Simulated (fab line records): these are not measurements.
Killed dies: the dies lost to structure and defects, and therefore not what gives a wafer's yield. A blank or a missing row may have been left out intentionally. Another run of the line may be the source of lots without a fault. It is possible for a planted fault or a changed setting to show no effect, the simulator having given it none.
Which tool did it? || flow gf180mcu || 42 wafers from 14 lots sampled at 2 of the route's 602 steps

WHAT EACH GAUGE READ, for each wafer
GF_V2_BOW_MEAS_05. Usual: V2_BOW typically reads 99 um, with standard deviation 7.6.
{"lot": "L243", "measured": "day 19 14:19", "on": "film metro-02", "V2_BOW (um)": "102 96 103", "flag": ""}
{"lot": "L250", "measured": "day 22 04:20", "on": "film metro-03", "V2_BOW (um)": "101 93 100", "flag": ""}
{"lot": "L257", "measured": "day 24 11:28", "on": "film metro-04", "V2_BOW (um)": "95 106 99", "flag": ""}
{"lot": "L258", "measured": "day 24 22:58", "on": "film metro-04", "V2_BOW (um)": "120 118 107", "flag": ""}
{"lot": "L259", "measured": "day 25 05:37", "on": "film metro-02", "V2_BOW (um)": "114 107 98", "flag": ""}
{"lot": "L260", "measured": "day 25 11:46", "on": "film metro-04", "V2_BOW (um)": "96 83 101", "flag": ""}
{"lot": "L261", "measured": "day 25 17:05", "on": "film metro-04", "V2_BOW (um)": "105 112 97", "flag": ""}
{"lot": "L262", "measured": "day 26 03:08", "on": "film metro-04", "V2_BOW (um)": "79 88 84", "flag": ""}
{"lot": "L263", "measured": "day 26 06:22", "on": "film metro-04", "V2_BOW (um)": "93 83 91", "flag": ""}
{"lot": "L264", "measured": "day 26 12:48", "on": "film metro-02", "V2_BOW (um)": "96 94 93", "flag": ""}
{"lot": "L265", "measured": "day 27 07:04", "on": "film metro-03", "V2_BOW (um)": "109 104 102", "flag": ""}
{"lot": "L266", "measured": "day 27 09:00", "on": "film metro-03", "V2_BOW (um)": "99 100 99", "flag": ""}

WHICH TOOL RAN EACH LOT (tool, then ch and the chambers of the sampled wafers, then the start)
{"lot": "L243", "GF_STI_WET_ETCH_27": "wet bench-02 ch 1, day 2 05:50"}
{"lot": "L245", "GF_STI_WET_ETCH_27": "wet bench-04 ch 0, day 2 15:55"}
{"lot": "L246", "GF_STI_WET_ETCH_27": "wet bench-02 ch 2, day 2 19:45"}
{"lot": "L250", "GF_STI_WET_ETCH_27": "wet bench-03 ch 2, day 3 16:55"}
{"lot": "L257", "GF_STI_WET_ETCH_27": "wet bench-04 ch 3, day 5 03:55"}
{"lot": "L258", "GF_STI_WET_ETCH_27": "wet bench-02 ch 3, day 5 11:22"}
{"lot": "L259", "GF_STI_WET_ETCH_27": "wet bench-02 ch 2, day 5 15:31"}
{"lot": "L260", "GF_STI_WET_ETCH_27": "wet bench-04 ch 3, day 5 19:15"}
{"lot": "L261", "GF_STI_WET_ETCH_27": "wet bench-02 ch 2, day 6 01:02"}
{"lot": "L262", "GF_STI_WET_ETCH_27": "wet bench-04 ch 2, day 6 06:19"}
{"lot": "L263", "GF_STI_WET_ETCH_27": "wet bench-04 ch 1, day 6 10:57"}
{"lot": "L264", "GF_STI_WET_ETCH_27": "wet bench-04 ch 3, day 6 16:04"}
{"lot": "L265", "GF_STI_WET_ETCH_27": "wet bench-04 ch 2, day 7 00:45"}
{"lot": "L266", "GF_STI_WET_ETCH_27": "wet bench-04 ch 3, day 7 03:19"}
- GF_STI_WET_ETCH_27: etches Si3N4 in H3PO4, target depth 160 nm, time 1825 s.

AS READ BY THE TOOLS THEMSELVES (means over the sampled wafers that have a number; for cases with no such wafer, the mark the record gives instead)
GF_STI_WET_ETCH_27. Usual: bath guard temp C 159.6 C, standard deviation 0.51; bath heat duty pct 27.2 %, standard deviation 1.9.
{"lot": "L243", "tool": "wet bench-02", "bath guard temp C (C)": 159.9, "bath heat duty pct (%)": 29.6, "flag": ""}
{"lot": "L245", "tool": "wet bench-04", "bath guard temp C (C)": "-", "bath heat duty pct (%)": "-", "flag": "OFF"}
{"lot": "L246", "tool": "wet bench-02", "bath guard temp C (C)": "-", "bath heat duty pct (%)": "-", "flag": "OFF"}
{"lot": "L250", "tool": "wet bench-03", "bath guard temp C (C)": 159.7, "bath heat duty pct (%)": 26.8, "flag": ""}
{"lot": "L257", "tool": "wet bench-04", "bath guard temp C (C)": 158.8, "bath heat duty pct (%)": 25.8, "flag": ""}
{"lot": "L258", "tool": "wet bench-02", "bath guard temp C (C)": 160.3, "bath heat duty pct (%)": 25.1, "flag": ""}
{"lot": "L259", "tool": "wet bench-02", "bath guard temp C (C)": 159.7, "bath heat duty pct (%)": 29.0, "flag": ""}
{"lot": "L260", "tool": "wet bench-04", "bath guard temp C (C)": 159.0, "bath heat duty pct (%)": 26.5, "flag": ""}
{"lot": "L261", "tool": "wet bench-02", "bath guard temp C (C)": 159.7, "bath heat duty pct (%)": 27.1, "flag": ""}
{"lot": "L262", "tool": "wet bench-04", "bath guard temp C (C)": 159.7, "bath heat duty pct (%)": 25.4, "flag": ""}
{"lot": "L263", "tool": "wet bench-04", "bath guard temp C (C)": 159.9, "bath heat duty pct (%)": 27.3, "flag": ""}
{"lot": "L264", "tool": "wet bench-04", "bath guard temp C (C)": 158.8, "bath heat duty pct (%)": 25.7, "flag": ""}
{"lot": "L265", "tool": "wet bench-04", "bath guard temp C (C)": 159.5, "bath heat duty pct (%)": 26.7, "flag": ""}
{"lot": "L266", "tool": "wet bench-04", "bath guard temp C (C)": 158.8, "bath heat duty pct (%)": 26.5, "flag": ""}

THE ANSWER, worked out from the rows above alone
Rule: a lot is off if the mean of its wafers that have a number lies more than 3 standard deviations from the usual mean. A lot without any number at a reading at which 4 lots or more have one is off too. All remaining lots with rows at the step are treated as sound. First the gauges in route order, then the tools' own readings, where a lot's mean is used as printed above. The first step at which some lot is off is used, and at that step the reading that is off furthest; a lot without a number counts as furthest.
Off: L245, L246 (GF_STI_WET_ETCH_27, bath guard temp C). Without a number there: L245, L246.
A tool fits if, at that step or a process step before it, it ran every lot that is off, and no sound lot after the first of them. No candidate that was tried fits.

WHAT THE SIMULATOR HAD PUT IN
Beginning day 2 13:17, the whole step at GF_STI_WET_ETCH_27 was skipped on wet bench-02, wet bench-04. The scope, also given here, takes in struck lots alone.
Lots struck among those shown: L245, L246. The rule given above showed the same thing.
